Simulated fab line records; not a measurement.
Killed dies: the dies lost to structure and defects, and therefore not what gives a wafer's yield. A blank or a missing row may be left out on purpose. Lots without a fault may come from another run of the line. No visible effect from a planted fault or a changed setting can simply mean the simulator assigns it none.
Commonality check across tools + flow sky130 + Sampled: 12 lots, 39 wafers

## REASON FOR OPENING
On 1 of the 12 lots, a flag is raised at SKY_LI_CONTACT_CD_MEAS_12 on the reading cdNm. Fault-free wafers read 170.0 nm, with a standard deviation of 1.3.
Rule: flag the lot when none of its wafers has a number, or when each of its wafers that has one lies beyond 4 standard deviations from that mean. As for the other lots, they are considered sound.

| lot  | measured     | on       | cdNm (nm), wafer by wafer           | flag    |
|------|--------------|----------|-------------------------------------|---------|
| L646 | day 29 15:29 | cdSem-01 | 171.8 170.7 171.8                   |         |
| L648 | day 30 08:45 | cdSem-01 | 169.1 169.1 169.4                   |         |
| L649 | day 30 15:11 | cdSem-01 | 171.0 170.0 171.0                   |         |
| L650 | day 31 03:22 | cdSem-02 | 169.1 169.9 168.1                   |         |
| L651 | day 31 20:48 | cdSem-02 | 169.2 170.3 169.3                   |         |
| L652 | day 32 02:14 | cdSem-02 | 135.7 136.7 136.8 135.7 136.2 136.5 | FLAGGED |
| L657 | day 33 11:01 | cdSem-01 | 167.7 168.2 168.3                   |         |
| L662 | day 35 03:02 | cdSem-02 | 169.5 169.8 169.8                   |         |
| L663 | day 35 11:31 | cdSem-02 | 169.2 169.6 167.9                   |         |
| L665 | day 35 23:55 | cdSem-01 | 171.9 171.5 171.3                   |         |
| L667 | day 36 17:52 | cdSem-01 | 170.2 170.4 170.9                   |         |
| L668 | day 36 21:28 | cdSem-01 | 172.3 173.2 174.2                   |         |
Average over the flagged lots: 136.3 nm; offset from the usual -33.7 nm, equal to -26 standard deviations.

## WHICH TOOL EACH LOT WENT THROUGH
The record keeps 1 process step preceding the reading, out of 708 steps on the route. Read each cell as the tool, then ch plus the chambers that the sampled wafers visited, then the start.
| lot  | flag    | SKY_LI_CONTACT_EXPOSE_09         |
|------|---------|----------------------------------|
| L646 |         | krfScanner-01 ch 0, day 29 01:23 |
| L648 |         | krfScanner-01 ch 0, day 29 19:01 |
| L649 |         | krfScanner-01 ch 0, day 30 01:50 |
| L650 |         | krfScanner-02 ch 0, day 30 14:26 |
| L651 |         | krfScanner-02 ch 0, day 31 05:57 |
| L652 | FLAGGED | krfScanner-02 ch 0, day 31 11:59 |
| L657 |         | krfScanner-02 ch 0, day 32 22:05 |
| L662 |         | krfScanner-02 ch 0, day 34 14:08 |
| L663 |         | krfScanner-02 ch 0, day 34 22:37 |
| L665 |         | krfScanner-02 ch 0, day 35 11:22 |
| L667 |         | krfScanner-02 ch 0, day 36 04:28 |
| L668 |         | krfScanner-02 ch 0, day 36 08:22 |
What the steps here do:
- SKY_LI_CONTACT_EXPOSE_09: exposes mask LICM1, target cd 170 nm.
- SKY_LI_CONTACT_CD_MEAS_12: target cd 170 nm.

## FLAGGED OVER TOTAL, TOOL BY TOOL (the gauges that took the reading come last)
| step                      | tool          | lots run | flagged | share of the flagged lots | sound lots run after its first flagged lot |
|---------------------------|---------------|----------|---------|---------------------------|--------------------------------------------|
| SKY_LI_CONTACT_EXPOSE_09  | krfScanner-01 | 3        | 0       | none                      | -                                          |
| SKY_LI_CONTACT_EXPOSE_09  | krfScanner-02 | 9        | 1       | all                       | 6 (L657,L662,L663,L665,L667,L668)          |
| SKY_LI_CONTACT_CD_MEAS_12 | cdSem-01      | 7        | 0       | none                      | -                                          |
| SKY_LI_CONTACT_CD_MEAS_12 | cdSem-02      | 5        | 1       | all                       | 2 (L662,L663)                              |

## WHAT THE TABLE PERMITS
Rows of the table that ran all the flagged lots, 2 in number: krfScanner-02 at SKY_LI_CONTACT_EXPOSE_09; cdSem-02 at SKY_LI_CONTACT_CD_MEAS_12.
- krfScanner-02 at SKY_LI_CONTACT_EXPOSE_09: 1 of its 9 lots flagged. Sound lots followed the first flagged one (L657, L662, L663, L665, L667, L668) on it, something a lasting fault affecting the whole tool could not allow.
- cdSem-02 at SKY_LI_CONTACT_CD_MEAS_12: 1 of its 5 lots flagged. Sound lots followed the first flagged one (L662, L663) on it, something a lasting fault affecting the whole tool could not allow.
There is no row in the table that ran each flagged lot and no sound lot after the first.

## WHAT HAD BEEN PUT IN BY THE SIMULATOR
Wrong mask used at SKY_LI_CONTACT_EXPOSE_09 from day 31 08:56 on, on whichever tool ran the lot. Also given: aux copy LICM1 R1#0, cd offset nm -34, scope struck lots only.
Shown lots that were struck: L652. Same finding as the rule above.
